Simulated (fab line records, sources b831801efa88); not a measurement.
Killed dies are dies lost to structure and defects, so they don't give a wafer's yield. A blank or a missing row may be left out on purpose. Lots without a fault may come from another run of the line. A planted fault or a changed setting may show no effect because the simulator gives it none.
Which tool did it? | flow gf180mcu | 6 lots, 18 wafers sampled, at 2 steps of a route of 602

WHAT THE GAUGES READ, wafer by wafer
GF_POLY_GATE_THK_MEAS_01.
lot  | measured     | on            | POLY_GATE_CVD_00_THK (nm)
L369 | day 8 18:45  | film_metro-02 | 201.4 200.5 201.1
L371 | day 9 14:07  | film_metro-04 | 200.4 200.2 200.3
L374 | day 10 10:55 | film_metro-03 | 197.6 198.5 198.3
L377 | day 11 06:44 | film_metro-04 | 255.9 258.2 255.8
L382 | day 13 06:03 | film_metro-03 | 202.5 201.3 200.5
L388 | day 14 21:47 | film_metro-04 | 199.9 197.5 199.6

WHICH TOOL RAN EACH LOT (tool, then ch and the chambers of the sampled wafers, then the start)
lot  | GF_POLY_GATE_CVD_00
L369 | lpcvd-01 ch 1, day 8 17:25
L371 | lpcvd-02 ch 1, day 9 12:46
L374 | lpcvd-02 ch 1, day 10 09:31
L377 | lpcvd-02 ch 1, day 11 05:24
L382 | lpcvd-01 ch 0, day 13 04:43
L388 | lpcvd-01 ch 0, day 14 20:27
- GF_POLY_GATE_CVD_00: deposits poly-Si, target thk 200 nm, time 1200 s.

THE ANSWER, worked out from the rows above alone
Rule: what is usual is taken from the lots themselves. Put in order of their means at a reading, lots are off if they are a third of the lots or fewer, leave a main group of 4 or more, and stand apart from it by a gap of 3 or more times the standard deviation of the main group's means; of several such gaps the widest counts. A main group whose means are all the same, to the digits that the tables above print for the reading, isn't used. A lot without any number at a reading at which 4 lots or more have one is off too. The other lots that the step has rows for count as sound.
Off: L377, at GF_POLY_GATE_THK_MEAS_01 (POLY_GATE_CVD_00_THK). The main group: mean 200.0 nm, standard deviation 1.2.
A tool fits if, at a process step before that reading, it ran every lot that is off, and no sound lot after the first of them. The gauges at GF_POLY_GATE_THK_MEAS_01 are tried like those tools. One fits: lpcvd-02 at GF_POLY_GATE_CVD_00. Its last sound lot is L374 (day 10 09:31), its first lot that is off L377 (day 11 05:24): a fault that began between those two fits.

WHAT THE SIMULATOR HAD PUT IN
Process parameter drift: lpcvd-02, from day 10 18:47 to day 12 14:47, at GF_POLY_GATE_CVD_00. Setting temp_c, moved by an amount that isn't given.
Lots struck among those shown: L377. The rule above found the same.
